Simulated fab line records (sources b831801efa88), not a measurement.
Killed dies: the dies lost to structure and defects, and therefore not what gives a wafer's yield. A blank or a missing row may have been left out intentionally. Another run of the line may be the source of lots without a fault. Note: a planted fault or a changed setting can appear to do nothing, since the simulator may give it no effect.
Which tool is to blame? + flow sky130 + 6 lots, 18 wafers sampled, at 2 steps of a route of 708

== WHAT THE GAUGES READ, wafer by wafer ==
SKY_SD_N_CD_MEAS_07: the cd target is 380 nm.
| lot  | measured     | on        | cd-nm (nm)        |
|------|--------------|-----------|-------------------|
| L818 | day 28 15:38 | cd-sem-02 | 380.3 382.7 381.2 |
| L820 | day 29 10:28 | cd-sem-02 | 380.9 379.7 380.2 |
| L826 | day 31 16:14 | cd-sem-01 | 380.8 380.9 379.6 |
| L831 | day 32 19:49 | cd-sem-02 | 380.1 380.7 380.3 |
| L833 | day 33 13:47 | cd-sem-02 | 379.1 381.7 381.0 |
| L835 | day 34 05:55 | cd-sem-01 | 380.3 378.2 379.6 |

== TOOL THAT RAN EACH LOT (tool first, then ch and the chambers of the sampled wafers, then the start) ==
| lot  | SKY_SD_N_EXPOSE_04                  |
|------|-------------------------------------|
| L818 | iline-stepper-01 ch 0, day 28 01:25 |
| L820 | iline-stepper-02 ch 0, day 28 19:59 |
| L826 | iline-stepper-01 ch 0, day 31 02:44 |
| L831 | iline-stepper-02 ch 0, day 32 06:59 |
| L833 | iline-stepper-01 ch 0, day 33 01:13 |
| L835 | iline-stepper-01 ch 0, day 33 16:16 |
- SKY_SD_N_EXPOSE_04: exposes mask NSDM, target cd 380 nm.

== THE ANSWER, worked out from the rows above alone ==
Rule: usual is defined by the lots themselves. Put in order of their means at a reading, lots are off if they are a third of the lots or fewer, leave a main group of 4 or more, and stand apart from it by a gap of 3 or more times the standard deviation of the main group's means; of several such gaps the widest counts. The tables above print the reading to a certain number of digits; a main group whose means all agree to those digits is not used. A lot without any number at a reading at which 4 lots or more have one is off too. All remaining lots with rows at the step are treated as sound.
Nothing can be told from this: no lot is off at any reading shown.

== WHAT THE SIMULATOR PUT IN ==
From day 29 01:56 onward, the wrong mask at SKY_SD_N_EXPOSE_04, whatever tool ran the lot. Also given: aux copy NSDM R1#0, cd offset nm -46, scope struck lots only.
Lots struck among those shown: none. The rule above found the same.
